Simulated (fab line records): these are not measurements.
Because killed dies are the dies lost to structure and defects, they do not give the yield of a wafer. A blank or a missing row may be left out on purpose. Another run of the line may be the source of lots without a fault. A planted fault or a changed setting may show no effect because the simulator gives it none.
Which tool did it? || flow gf180mcu || 36 wafers from 12 lots sampled at 4 of the route's 602 steps

== WHAT THE GAUGES READ, wafer by wafer ==
GF_HV_LDD_CD_MEAS_19: the cd target is 400 nm.
{"lot": "L592", "measured": "day 10 14:04", "on": "cd-sem-01", "cd-nm (nm)": "405.8 404.5 403.1"}
{"lot": "L593", "measured": "day 11 02:39", "on": "cd-sem-01", "cd-nm (nm)": "398.5 399.7 399.9"}
{"lot": "L594", "measured": "day 11 07:22", "on": "cd-sem-01", "cd-nm (nm)": "403.9 399.6 402.1"}
{"lot": "L595", "measured": "day 11 16:01", "on": "cd-sem-01", "cd-nm (nm)": "400.2 398.0 398.8"}
{"lot": "L596", "measured": "day 12 07:48", "on": "cd-sem-01", "cd-nm (nm)": "402.4 401.4 403.7"}
{"lot": "L602", "measured": "day 13 21:01", "on": "cd-sem-01", "cd-nm (nm)": "371.9 372.1 373.5"}
{"lot": "L603", "measured": "day 14 09:50", "on": "cd-sem-02", "cd-nm (nm)": "374.0 371.1 372.7"}
{"lot": "L604", "measured": "day 14 16:16", "on": "cd-sem-02", "cd-nm (nm)": "372.5 369.5 370.3"}
{"lot": "L606", "measured": "day 15 11:42", "on": "cd-sem-01", "cd-nm (nm)": "365.4 365.2 366.1"}
{"lot": "L609", "measured": "day 16 05:13", "on": "cd-sem-02", "cd-nm (nm)": "404.1 403.0 400.9"}
{"lot": "L611", "measured": "day 16 21:10", "on": "cd-sem-02", "cd-nm (nm)": "399.7 399.5 398.4"}
{"lot": "L613", "measured": "day 17 10:01", "on": "cd-sem-01", "cd-nm (nm)": "398.3 401.1 400.9"}

== EACH LOT AND THE TOOL THAT RAN IT (in order: tool; ch and the chambers of the sampled wafers; start) ==
{"lot": "L592", "GF_POLY_GATE_ETCH_13": "rie-si-01 ch 0,1,2, day 8 23:25", "GF_POLY_GATE_STRIP_14": "plasma-asher-03 ch 0,1, day 8 23:31", "GF_HV_LDD_EXPOSE_16": "iline-stepper-01 ch 0, day 10 05:00"}
{"lot": "L593", "GF_POLY_GATE_ETCH_13": "rie-si-02 ch 0,1, day 9 13:01", "GF_POLY_GATE_STRIP_14": "plasma-asher-04 ch 0,1, day 9 13:06", "GF_HV_LDD_EXPOSE_16": "iline-stepper-02 ch 0, day 10 17:47"}
{"lot": "L594", "GF_POLY_GATE_ETCH_13": "rie-si-02 ch 1,2,3, day 9 17:22", "GF_POLY_GATE_STRIP_14": "plasma-asher-04 ch 0,1, day 9 17:25", "GF_HV_LDD_EXPOSE_16": "iline-stepper-02 ch 0, day 10 22:41"}
{"lot": "L595", "GF_POLY_GATE_ETCH_13": "rie-si-01 ch 0,1,3, day 10 00:49", "GF_POLY_GATE_STRIP_14": "plasma-asher-01 ch 0,1, day 10 00:52", "GF_HV_LDD_EXPOSE_16": "iline-stepper-01 ch 0, day 11 06:33"}
{"lot": "L596", "GF_POLY_GATE_ETCH_13": "rie-si-01 ch 1,2,3, day 10 16:04", "GF_POLY_GATE_STRIP_14": "plasma-asher-01 ch 0,1, day 10 16:07", "GF_HV_LDD_EXPOSE_16": "iline-stepper-02 ch 0, day 11 22:15"}
{"lot": "L602", "GF_POLY_GATE_ETCH_13": "rie-si-01 ch 1,2, day 12 02:31", "GF_POLY_GATE_STRIP_14": "plasma-asher-04 ch 0,1, day 12 02:37", "GF_HV_LDD_EXPOSE_16": "iline-stepper-01 ch 0, day 13 11:13"}
{"lot": "L603", "GF_POLY_GATE_ETCH_13": "rie-si-01 ch 0,1,2, day 12 16:49", "GF_POLY_GATE_STRIP_14": "plasma-asher-01 ch 0,1, day 12 16:52", "GF_HV_LDD_EXPOSE_16": "iline-stepper-01 ch 0, day 13 23:55"}
{"lot": "L604", "GF_POLY_GATE_ETCH_13": "rie-si-01 ch 1,2, day 12 22:40", "GF_POLY_GATE_STRIP_14": "plasma-asher-01 ch 0, day 12 22:43", "GF_HV_LDD_EXPOSE_16": "iline-stepper-01 ch 0, day 14 06:22"}
{"lot": "L606", "GF_POLY_GATE_ETCH_13": "rie-si-01 ch 0,1,3, day 13 16:07", "GF_POLY_GATE_STRIP_14": "plasma-asher-04 ch 0,1, day 13 16:12", "GF_HV_LDD_EXPOSE_16": "iline-stepper-01 ch 0, day 15 00:50"}
{"lot": "L609", "GF_POLY_GATE_ETCH_13": "rie-si-02 ch 0,1, day 14 08:49", "GF_POLY_GATE_STRIP_14": "plasma-asher-01 ch 0,1, day 14 08:54", "GF_HV_LDD_EXPOSE_16": "iline-stepper-02 ch 0, day 15 18:14"}
{"lot": "L611", "GF_POLY_GATE_ETCH_13": "rie-si-02 ch 1,2, day 15 00:07", "GF_POLY_GATE_STRIP_14": "plasma-asher-04 ch 0,1, day 15 00:12", "GF_HV_LDD_EXPOSE_16": "iline-stepper-02 ch 0, day 16 10:16"}
{"lot": "L613", "GF_POLY_GATE_ETCH_13": "rie-si-02 ch 0,2,3, day 15 12:13", "GF_POLY_GATE_STRIP_14": "plasma-asher-01 ch 0,1, day 15 12:16", "GF_HV_LDD_EXPOSE_16": "iline-stepper-02 ch 0, day 16 23:33"}
- GF_POLY_GATE_ETCH_13: etches poly-Si in HBr/Cl2, stops on SiO2, target depth 198.5 nm, time 69.6 s.
- GF_POLY_GATE_STRIP_14: strips in O2/N2.
- GF_HV_LDD_EXPOSE_16: exposes mask Pplus LV AREA, target cd 400 nm.

== WHAT THE TOOLS THEMSELVES READ (means of the sampled wafers that have a number; where no wafer has one, the mark that the record gives instead) ==
GF_POLY_GATE_ETCH_13.
{"lot": "L592", "tool": "rie-si-01", "drypump-motor-current-A (A)": 5.9, "oes-product-au (a.u.)": 0.999, "rf-fwd-power-W (W)": 396.9, "throttle-valve-pct (%)": 33.686}
{"lot": "L593", "tool": "rie-si-02", "drypump-motor-current-A (A)": 6.0, "oes-product-au (a.u.)": 0.987, "rf-fwd-power-W (W)": 397.2, "throttle-valve-pct (%)": 33.693}
{"lot": "L594", "tool": "rie-si-02", "drypump-motor-current-A (A)": 6.4, "oes-product-au (a.u.)": 0.996, "rf-fwd-power-W (W)": 397.4, "throttle-valve-pct (%)": 33.683}
{"lot": "L595", "tool": "rie-si-01", "drypump-motor-current-A (A)": 5.6, "oes-product-au (a.u.)": 0.991, "rf-fwd-power-W (W)": 397.1, "throttle-valve-pct (%)": 33.675}
{"lot": "L596", "tool": "rie-si-01", "drypump-motor-current-A (A)": 5.8, "oes-product-au (a.u.)": 0.999, "rf-fwd-power-W (W)": 398.2, "throttle-valve-pct (%)": 33.687}
{"lot": "L602", "tool": "rie-si-01", "drypump-motor-current-A (A)": 6.2, "oes-product-au (a.u.)": 0.989, "rf-fwd-power-W (W)": 397.0, "throttle-valve-pct (%)": 33.685}
{"lot": "L603", "tool": "rie-si-01", "drypump-motor-current-A (A)": 5.9, "oes-product-au (a.u.)": 0.994, "rf-fwd-power-W (W)": 396.6, "throttle-valve-pct (%)": 33.679}
{"lot": "L604", "tool": "rie-si-01", "drypump-motor-current-A (A)": 6.2, "oes-product-au (a.u.)": 0.981, "rf-fwd-power-W (W)": 396.3, "throttle-valve-pct (%)": 33.681}
{"lot": "L606", "tool": "rie-si-01", "drypump-motor-current-A (A)": 5.6, "oes-product-au (a.u.)": 0.991, "rf-fwd-power-W (W)": 398.1, "throttle-valve-pct (%)": 33.678}
{"lot": "L609", "tool": "rie-si-02", "drypump-motor-current-A (A)": 5.9, "oes-product-au (a.u.)": 0.995, "rf-fwd-power-W (W)": 397.2, "throttle-valve-pct (%)": 33.678}
{"lot": "L611", "tool": "rie-si-02", "drypump-motor-current-A (A)": 6.4, "oes-product-au (a.u.)": 0.995, "rf-fwd-power-W (W)": 398.7, "throttle-valve-pct (%)": 33.679}
{"lot": "L613", "tool": "rie-si-02", "drypump-motor-current-A (A)": 6.4, "oes-product-au (a.u.)": 0.992, "rf-fwd-power-W (W)": 396.3, "throttle-valve-pct (%)": 33.681}

GF_POLY_GATE_STRIP_14.
{"lot": "L592", "tool": "plasma-asher-03", "drypump-motor-current-A (A)": 5.6, "heater-power-w (W)": 304, "oes-product-au (a.u.)": 0.505}
{"lot": "L593", "tool": "plasma-asher-04", "drypump-motor-current-A (A)": 5.1, "heater-power-w (W)": 338, "oes-product-au (a.u.)": 0.506}
{"lot": "L594", "tool": "plasma-asher-04", "drypump-motor-current-A (A)": 5.2, "heater-power-w (W)": 346, "oes-product-au (a.u.)": 0.509}
{"lot": "L595", "tool": "plasma-asher-01", "drypump-motor-current-A (A)": 5.8, "heater-power-w (W)": 319, "oes-product-au (a.u.)": 0.505}
{"lot": "L596", "tool": "plasma-asher-01", "drypump-motor-current-A (A)": 5.6, "heater-power-w (W)": 336, "oes-product-au (a.u.)": 0.506}
{"lot": "L602", "tool": "plasma-asher-04", "drypump-motor-current-A (A)": 5.2, "heater-power-w (W)": 341, "oes-product-au (a.u.)": 0.507}
{"lot": "L603", "tool": "plasma-asher-01", "drypump-motor-current-A (A)": 5.8, "heater-power-w (W)": 320, "oes-product-au (a.u.)": 0.504}
{"lot": "L604", "tool": "plasma-asher-01", "drypump-motor-current-A (A)": 5.3, "heater-power-w (W)": 349, "oes-product-au (a.u.)": 0.507}
{"lot": "L606", "tool": "plasma-asher-04", "drypump-motor-current-A (A)": 5.1, "heater-power-w (W)": 337, "oes-product-au (a.u.)": 0.502}
{"lot": "L609", "tool": "plasma-asher-01", "drypump-motor-current-A (A)": 5.8, "heater-power-w (W)": 317, "oes-product-au (a.u.)": 0.503}
{"lot": "L611", "tool": "plasma-asher-04", "drypump-motor-current-A (A)": 5.1, "heater-power-w (W)": 333, "oes-product-au (a.u.)": 0.505}
{"lot": "L613", "tool": "plasma-asher-01", "drypump-motor-current-A (A)": 5.6, "heater-power-w (W)": 335, "oes-product-au (a.u.)": 0.507}

GF_HV_LDD_EXPOSE_16.
{"lot": "L592", "tool": "iline-stepper-01", "exposure-dose-mJ-cm2": 139.94}
{"lot": "L593", "tool": "iline-stepper-02", "exposure-dose-mJ-cm2": 139.85}
{"lot": "L594", "tool": "iline-stepper-02", "exposure-dose-mJ-cm2": 139.76}
{"lot": "L595", "tool": "iline-stepper-01", "exposure-dose-mJ-cm2": 140.00}
{"lot": "L596", "tool": "iline-stepper-02", "exposure-dose-mJ-cm2": 139.95}
{"lot": "L602", "tool": "iline-stepper-01", "exposure-dose-mJ-cm2": 126.80}
{"lot": "L603", "tool": "iline-stepper-01", "exposure-dose-mJ-cm2": 126.83}
{"lot": "L604", "tool": "iline-stepper-01", "exposure-dose-mJ-cm2": 126.77}
{"lot": "L606", "tool": "iline-stepper-01", "exposure-dose-mJ-cm2": 126.74}
{"lot": "L609", "tool": "iline-stepper-02", "exposure-dose-mJ-cm2": 139.97}
{"lot": "L611", "tool": "iline-stepper-02", "exposure-dose-mJ-cm2": 139.96}
{"lot": "L613", "tool": "iline-stepper-02", "exposure-dose-mJ-cm2": 140.16}

== THE ANSWER, worked out from the rows above alone ==
Rule: usual is defined by the lots themselves. The widest of any qualifying gaps counts: lots, ordered by their means at a reading, are off when they make up no more than a third of the lots, leave a main group of 4 or more, and stand apart from it by 3 or more times the standard deviation of that group's means. The tables above print the reading to a certain number of digits; a main group whose means all agree to those digits is not used. A lot without any number at a reading at which 4 lots or more have one is off too. Where the step has rows for the other lots, those lots are counted as sound. The gauges are gone through in route order, then the tools' own readings, and for those a lot's mean is taken as printed above. At the first step where some lot is off, the reading lying furthest off is the one used; lots without a number count as furthest.
Off, at GF_HV_LDD_CD_MEAS_19 on cd-nm: L602, L603, L604, L606. The main group has a mean of 401.1 nm with a standard deviation of 1.9.
If a tool, at a process step before that reading, ran all the lots that are off and no sound lot after the first of them, it fits. The gauges at GF_HV_LDD_CD_MEAS_19 aren't tried: what is off there is off at GF_HV_LDD_EXPOSE_16 too, on other tools, and a gauge's error can't cause that. Can't be told from this: 2 tools fit, rie-si-01 at GF_POLY_GATE_ETCH_13, iline-stepper-01 at GF_HV_LDD_EXPOSE_16.

== WHAT HAD BEEN PUT IN BY THE SIMULATOR ==
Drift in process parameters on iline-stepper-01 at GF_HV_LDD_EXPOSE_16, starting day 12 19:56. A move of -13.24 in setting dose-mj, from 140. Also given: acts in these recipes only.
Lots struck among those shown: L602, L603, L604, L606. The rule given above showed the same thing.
